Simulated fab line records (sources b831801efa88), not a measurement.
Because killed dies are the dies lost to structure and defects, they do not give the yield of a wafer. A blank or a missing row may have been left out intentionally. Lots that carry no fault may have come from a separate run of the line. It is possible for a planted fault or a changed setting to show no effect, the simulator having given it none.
Which tool did it? / flow sky130 / 30 wafers from 10 lots sampled at 4 of the route's 708 steps

== WHAT THE GAUGES READ, wafer by wafer ==
SKY_VIA2_RS_MEAS_22: measures by four-point-probe.
lot=L656; measured=day 36 11:27; on=filmMetro-02; VIA2_W_RS (ohm/sq)=0.2720 0.2756 0.2738
lot=L659; measured=day 37 13:46; on=filmMetro-01; VIA2_W_RS (ohm/sq)=0.2704 0.2676 0.2697
lot=L661; measured=day 38 03:31; on=filmMetro-02; VIA2_W_RS (ohm/sq)=0.2765 0.2736 0.2794
lot=L665; measured=day 39 17:56; on=filmMetro-03; VIA2_W_RS (ohm/sq)=0.2696 0.2710 0.2725
lot=L666; measured=day 40 00:30; on=filmMetro-01; VIA2_W_RS (ohm/sq)=0.2668 0.2701 0.2733
lot=L667; measured=day 40 18:24; on=filmMetro-02; VIA2_W_RS (ohm/sq)=0.2706 0.3615 0.3628
lot=L668; measured=day 40 23:53; on=filmMetro-03; VIA2_W_RS (ohm/sq)=0.3722 0.3710 0.2718
lot=L669; measured=day 41 01:08; on=filmMetro-03; VIA2_W_RS (ohm/sq)=0.2675 0.2709 0.2674
lot=L670; measured=day 41 08:19; on=filmMetro-01; VIA2_W_RS (ohm/sq)=0.2677 0.2664 0.2694
lot=L678; measured=day 43 00:31; on=filmMetro-03; VIA2_W_RS (ohm/sq)=0.2707 0.2737 0.2714

SKY_VIA2_THK_MEAS_23: measures by xrf.
lot=L656; measured=day 36 11:34; on=filmMetro-02; VIA2_W_THK (nm)=422 413 420
lot=L659; measured=day 37 13:52; on=filmMetro-01; VIA2_W_THK (nm)=416 421 420
lot=L661; measured=day 38 03:37; on=filmMetro-02; VIA2_W_THK (nm)=423 429 416
lot=L665; measured=day 39 18:03; on=filmMetro-03; VIA2_W_THK (nm)=413 412 410
lot=L666; measured=day 40 00:37; on=filmMetro-01; VIA2_W_THK (nm)=427 422 418
lot=L667; measured=day 40 18:31; on=filmMetro-02; VIA2_W_THK (nm)=429 322 321
lot=L668; measured=day 40 23:59; on=filmMetro-03; VIA2_W_THK (nm)=305 304 411
lot=L669; measured=day 41 01:16; on=filmMetro-03; VIA2_W_THK (nm)=420 417 421
lot=L670; measured=day 41 08:25; on=filmMetro-01; VIA2_W_THK (nm)=418 417 417
lot=L678; measured=day 43 00:38; on=filmMetro-03; VIA2_W_THK (nm)=412 410 410

== WHAT TOOL EACH LOT RAN ON (gives the tool, then ch and the chambers of the sampled wafers, and finally the start) ==
lot=L656; SKY_VIA2_SPUTTER_20=pvdSputter-01, day 36 11:14; SKY_VIA2_CVD_21=cvdW-02 ch 0,1, day 36 11:18
lot=L659; SKY_VIA2_SPUTTER_20=pvdSputter-01, day 37 13:32; SKY_VIA2_CVD_21=cvdW-02 ch 0,1, day 37 13:38
lot=L661; SKY_VIA2_SPUTTER_20=pvdSputter-03, day 38 03:10; SKY_VIA2_CVD_21=cvdW-01 ch 0, day 38 03:19
lot=L665; SKY_VIA2_SPUTTER_20=pvdSputter-01, day 39 17:44; SKY_VIA2_CVD_21=cvdW-02 ch 0,1, day 39 17:47
lot=L666; SKY_VIA2_SPUTTER_20=pvdSputter-03, day 40 00:17; SKY_VIA2_CVD_21=cvdW-02 ch 0,1, day 40 00:21
lot=L667; SKY_VIA2_SPUTTER_20=pvdSputter-01, day 40 18:11; SKY_VIA2_CVD_21=cvdW-02 ch 1, day 40 18:15
lot=L668; SKY_VIA2_SPUTTER_20=pvdSputter-04, day 40 23:39; SKY_VIA2_CVD_21=cvdW-02 ch 0,1, day 40 23:45
lot=L669; SKY_VIA2_SPUTTER_20=pvdSputter-03, day 41 00:56; SKY_VIA2_CVD_21=cvdW-01 ch 0,1, day 41 01:00
lot=L670; SKY_VIA2_SPUTTER_20=pvdSputter-03, day 41 08:06; SKY_VIA2_CVD_21=cvdW-01 ch 0,1, day 41 08:10
lot=L678; SKY_VIA2_SPUTTER_20=pvdSputter-04, day 43 00:20; SKY_VIA2_CVD_21=cvdW-01 ch 0,1, day 43 00:23
- SKY_VIA2_SPUTTER_20: material TiN, target thk 20 nm, time 80 s.
- SKY_VIA2_CVD_21: deposits W, target thk 420 nm, time 126.4 s.

== AS READ BY THE TOOLS THEMSELVES (means over the sampled wafers that have a number; for cases with no such wafer, the mark the record gives instead) ==
SKY_VIA2_SPUTTER_20.
lot=L656; tool=pvdSputter-01; cathodeDcPowerW (W)=3999.8; throttleValvePct (%)=29.5
lot=L659; tool=pvdSputter-01; cathodeDcPowerW (W)=4000.2; throttleValvePct (%)=29.7
lot=L661; tool=pvdSputter-03; cathodeDcPowerW (W)=4000.8; throttleValvePct (%)=31.2
lot=L665; tool=pvdSputter-01; cathodeDcPowerW (W)=4000.6; throttleValvePct (%)=30.0
lot=L666; tool=pvdSputter-03; cathodeDcPowerW (W)=4000.1; throttleValvePct (%)=31.3
lot=L667; tool=pvdSputter-01; cathodeDcPowerW (W)=4000.3; throttleValvePct (%)=29.8
lot=L668; tool=pvdSputter-04; cathodeDcPowerW (W)=4000.5; throttleValvePct (%)=30.0
lot=L669; tool=pvdSputter-03; cathodeDcPowerW (W)=3999.5; throttleValvePct (%)=30.8
lot=L670; tool=pvdSputter-03; cathodeDcPowerW (W)=4000.0; throttleValvePct (%)=30.4
lot=L678; tool=pvdSputter-04; cathodeDcPowerW (W)=4000.4; throttleValvePct (%)=30.2

SKY_VIA2_CVD_21.
lot=L656; tool=cvdW-02; chamberPressureTorr (Torr)=40.07; heaterPowerW (W)=850
lot=L659; tool=cvdW-02; chamberPressureTorr (Torr)=39.98; heaterPowerW (W)=854
lot=L661; tool=cvdW-01; chamberPressureTorr (Torr)=40.04; heaterPowerW (W)=715
lot=L665; tool=cvdW-02; chamberPressureTorr (Torr)=39.98; heaterPowerW (W)=788
lot=L666; tool=cvdW-02; chamberPressureTorr (Torr)=40.01; heaterPowerW (W)=786
lot=L667; tool=cvdW-02; chamberPressureTorr (Torr)=39.99; heaterPowerW (W)=799
lot=L668; tool=cvdW-02; chamberPressureTorr (Torr)=39.98; heaterPowerW (W)=798
lot=L669; tool=cvdW-01; chamberPressureTorr (Torr)=40.03; heaterPowerW (W)=734
lot=L670; tool=cvdW-01; chamberPressureTorr (Torr)=40.02; heaterPowerW (W)=759
lot=L678; tool=cvdW-01; chamberPressureTorr (Torr)=39.97; heaterPowerW (W)=770

== THE ANSWER, worked out from the rows above alone ==
Rule: what is usual is taken from the lots themselves. The widest of any qualifying gaps counts: lots, ordered by their means at a reading, are off when they make up no more than a third of the lots, leave a main group of 4 or more, and stand apart from it by 3 or more times the standard deviation of that group's means. The tables above print the reading to a certain number of digits; a main group whose means all agree to those digits is not used. Also off: a lot with no number at a reading for which 4 or more lots have one. Where the step has rows for the other lots, those lots are counted as sound. After the gauges, taken in route order, come the tools' own readings; for these a lot's mean is taken, as printed above. At the first step where some lot is off, the reading lying furthest off is the one used; lots without a number count as furthest.
Off: L667, L668, at SKY_VIA2_RS_MEAS_22 (VIA2_W_RS). The main group has a mean of 0.2711 ohm/sq with a standard deviation of 0.0027.
If a tool, at a process step before that reading, ran all the lots that are off and no sound lot after the first of them, it fits. Gauges at SKY_VIA2_RS_MEAS_22: tried the same way as those tools. One candidate fits, namely cvdW-02 at SKY_VIA2_CVD_21. A fault onset in the window from L666 (day 40 00:21, its last sound lot) to L667 (day 40 18:15, its first lot off) fits.

== WHAT THE SIMULATOR HAD PUT IN ==
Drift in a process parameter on cvdW-02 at SKY_VIA2_CVD_21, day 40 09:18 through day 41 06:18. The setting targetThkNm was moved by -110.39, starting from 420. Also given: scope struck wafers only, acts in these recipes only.
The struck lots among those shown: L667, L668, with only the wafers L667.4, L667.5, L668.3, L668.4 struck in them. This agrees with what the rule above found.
